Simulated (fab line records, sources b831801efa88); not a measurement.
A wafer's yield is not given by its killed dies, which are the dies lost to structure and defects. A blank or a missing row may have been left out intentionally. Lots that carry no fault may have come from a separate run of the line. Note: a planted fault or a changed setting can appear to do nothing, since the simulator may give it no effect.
A struck lot beside a sound one    flow sky130    21 steps out of a route of 708
Sound: the wafers L519.1, L519.4, L519.6. The struck wafers were L529.1, L529.4, L529.5. Last of all comes the cause.
Per side, at each step with rows, come the tool, then ch with its chambers, and then its first start. Under that, the readings that differ: sound wafers    struck wafers    difference of the means    sigmas: that difference in standard deviations of wafers without a fault.
alike: a reading whose means differ by less than 2 such deviations, as well as words and numbers matching on both sides. not compared: withheld readings; readings where some wafer has no value; bounds like >300 that might hide an equal value; numbers whose values overlap and for which the record gives no deviation.
The two part at a step that has a row with sigmas, a row that says differs or no value, or rows on one side only. When numbers do not overlap yet have no deviation, they are printed without sigmas and do not part them. A reading missing from all wafers of one side parts the sides only when that side holds two or more wafers.

first, 1 step without rows for these wafers: SKY_RES_XHIGH_IMPLANT_07.
SKY_RES_XHIGH_STRIP_08: strips in O2/N2.
  sound on plasma asher-03 ch 1, day 30 05:44; struck on plasma asher-01 ch 0,1, day 33 05:58
reading                       sound              struck             difference  sigmas
o2 flow sccm (sccm)           2995 3003 2998     3010 3016 3020     +17         +2
strip time to endpoint s (s)  14.34 14.34 14.31  14.19 14.23 14.23  -0.11       -3
  alike: drypump motor current A, oes product au
  not compared: rf hours counter h
SKY_RES_XHIGH_TW_MEAS_09:
  struck on film metro-02, day 33 06:04; sound on film metro-03, day 30 05:50
  alike: RES_XHIGH_TW
then, 7 steps without rows for these wafers: SKY_SD_N_DEHYDRATE_00 (time 60 s); SKY_SD_N_HMDS_01 (prime time 60 s); SKY_SD_N_COAT_02 (resist thk 1140 nm); SKY_SD_N_SOFTBAKE_03 (time 60 s); SKY_SD_N_EXPOSE_04 (exposes mask NSDM, target cd 380 nm); SKY_SD_N_PEB_05; SKY_SD_N_DEVELOP_06 (develop time 60 s).
SKY_SD_N_CD_MEAS_07 targets a cd of 380 nm.
  struck on cd sem-01, day 34 08:23; sound on cd sem-01, day 31 09:04
  alike: cd nm
SKY_SD_N_OVL_MEAS_08:
  struck on overlay-02, day 34 08:30; sound on overlay-01, day 31 09:11
reading        sound           struck       difference  sigmas
SD_N_OVL (nm)  -1.2 -1.7 -1.0  1.8 1.9 0.9  +2.8        +2
SKY_SD_N_IMPLANT_09:
  sound on implanter-03 ch 0, day 31 09:13; struck on implanter-03 ch 0, day 34 08:32
reading                           sound                       struck                      difference  sigmas
end station pressure torr (Torr)  1.48e-05 1.54e-05 1.57e-05  5.13e-05 5.82e-05 5.05e-05  +3.80e-05   +32
next, for these wafers, 1 step has no rows: SKY_SD_N_IMPLANT_10.
SKY_SD_N_STRIP_11: strips in O2/N2.
  sound on plasma asher-03 ch 0,1, day 31 09:31; struck on plasma asher-04 ch 0,1, day 34 08:50
reading                       sound              struck             difference  sigmas
strip time to endpoint s (s)  22.53 22.56 22.55  23.04 23.05 23.05  +0.50       +12
  alike: drypump motor current A, o2 flow sccm, oes product au
  not compared: rf hours counter h
SKY_SD_N_TW_MEAS_12:
  struck on film metro-01, day 34 08:56; sound on film metro-03, day 31 09:37
  alike: SD_N_TW
then, 1 step without rows for these wafers: SKY_SD_N_CLEAN_13 (cleans in SC1/SC2, time 150 s).
SKY_SD_N_RTA_14: time 2 s.
  sound on rtp anneal-02 ch 0, day 31 09:44; struck on rtp anneal-02 ch 0, day 34 09:03
  alike: lamp power pct, wafer_temp_C_max
SKY_SD_N_RS_MEAS_16: measures by four-point-probe.
  struck on film metro-03, day 34 09:13; sound on film metro-02, day 31 09:54
reading           sound              struck             difference  sigmas
SD_N_RS (ohm/sq)  68.56 68.41 68.70  67.42 67.50 67.51  -1.08       -9
SKY_SD_N_RS_MEAS_17: measures by four-point-probe.
  struck on film metro-03, day 34 09:20; sound on film metro-02, day 31 10:01
  alike: SD_P_RS
-- the record jumps here: 16 days lie between the struck wafers' starts before and after (it left off in module SD_N and takes up again in module PAD_OPEN, whose first step shown is number 708 of the route) --
SKY_PAD_OPEN_PROBE_99:
  struck on prober-01, day 50 09:16; sound on prober-01, day 48 09:31
reading                             sound              struck             difference  sigmas
model.etest.res ndiff hv.rs ohm sq  113.9 113.9 113.9  111.1 111.4 111.3  -2.6        
model.etest.res ndiff.rs ohm sq     119.3 119.3 119    117.4 117.2 117.6  -1.8        
  alike: killed_at_M0_to_M3, killed_at_M4_up, killed at contacts, killed at front end, killed at other, killed dies, killed open, killed short

## WHERE THEY PART
First at SKY_RES_XHIGH_STRIP_08; last, within this record, at SKY_SD_N_RS_MEAS_16. Later steps at which nothing parts them and some readings are alike: SKY_SD_N_RS_MEAS_17, SKY_PAD_OPEN_PROBE_99.

WHY: what the simulator had put in
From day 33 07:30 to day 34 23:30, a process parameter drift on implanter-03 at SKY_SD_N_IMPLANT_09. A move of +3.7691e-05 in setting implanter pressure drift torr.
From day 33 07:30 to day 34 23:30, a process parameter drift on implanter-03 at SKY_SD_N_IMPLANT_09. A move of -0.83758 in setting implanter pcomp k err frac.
